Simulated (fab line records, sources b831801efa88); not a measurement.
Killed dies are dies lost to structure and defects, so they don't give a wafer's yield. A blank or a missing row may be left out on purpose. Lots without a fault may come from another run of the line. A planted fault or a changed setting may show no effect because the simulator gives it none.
Problem report in the 8D (eight disciplines) form, filled by code | flow gf180mcu | the parts of the form that need people (team, actions taken, sign-off) are left out

1. THE PROBLEM
o2_flow_sccm at GF_MVSD_STRIP_10 reads a mean of 3604 sccm on 4 wafers of 3 lots; wafers without a fault read 3000 sccm with a standard deviation of 9.5. That is +64 standard deviations from the usual mean.
The step: strips in O2/N2.
First seen on wafer L127.5, day 7 19:02, on plasma_asher-02. The record holds 39 wafers of 13 lots with a number at this step. Rule for "out", or "out of limits": more than 4 standard deviations from the usual mean. The other wafers with a number count as sound.

2. WHAT IT IS AND WHAT IT IS NOT
question                    | is                             | is not
which readings at this step | o2_flow_sccm                   | drypump_motor_current_A, heater_power_w
which lots                  | L127, L129, L130               | L113, L115, L116, L117, L118, L119, L120, L121, L131, L133
which wafers of those lots  | L127.5, L129.1, L130.4, L130.6 | L127.4, L127.6, L129.3, L129.6, L130.1
read on which tools         | plasma_asher-02                | plasma_asher-01, plasma_asher-03
when                        | from day 7 19:02               | up to then (26 sound wafers); but 9 sound wafers of L129, L130, L131, L133 came after

3. SUSPECTS, AND WHAT RULES EACH OUT
Counting: a tool at a process step up to the reading stays a suspect if it ran every lot that is out. Sound lots after the first of them don't rule it out here, since some wafers of a struck lot are sound.
- cmp-02 at GF_STI_CMP_25 (polishes, stops on Si3N4, t overpolish 33 s, target thk 524.6 nm): kept. It ran every lot that is out, first L127 (day 5 03:16); its last sound lot up to then is L121 (day 3 20:49).
- plasma_asher-02 at GF_MVSD_STRIP_10 (strips in O2/N2): kept. It ran every lot that is out, first L127 (day 7 19:02); its last sound lot up to then is L120 (day 6 02:47). Its own readings are out on those wafers: o2_flow_sccm.
- Within plasma_asher-02 at GF_MVSD_STRIP_10: the wafers that are out ran in chamber 0; their sound lot-mates ran in chamber 1.
Left after counting: cmp-02 at GF_STI_CMP_25, plasma_asher-02 at GF_MVSD_STRIP_10.

4. THE CAUSE (what the simulator had put in)
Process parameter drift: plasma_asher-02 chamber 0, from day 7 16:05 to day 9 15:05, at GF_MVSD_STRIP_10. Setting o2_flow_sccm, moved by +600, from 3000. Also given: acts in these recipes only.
Counting left 2 suspects, and this tool is among them.

5. THE CHAIN OF EFFECTS, in route order
Each row: a reading whose mean over the struck wafers that have a number lies more than 3 standard deviations from the usual. Only readings for which the record gives a usual standard deviation are gone through. hours: the time from each lot's start at the first step in this table that gives one to its start at this step, as a median over the lots. sigmas: the change in usual standard deviations.
hours | step             | reading                  | usual     | on struck wafers | change | sigmas
0     | GF_MVSD_STRIP_10 | o2_flow_sccm             | 3000 sccm | 3604             | +604   | +64
0     | GF_MVSD_STRIP_10 | strip_time_to_endpoint_s | 36.98 s   | 36.58            | -0.40  | -3.6
The process steps in it:
- GF_MVSD_STRIP_10: strips in O2/N2.

6. WHAT WOULD HAVE CAUGHT IT SOONER
In this record the first reading out of limits was taken at day 7 19:02, 3 hours after the fault began at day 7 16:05.
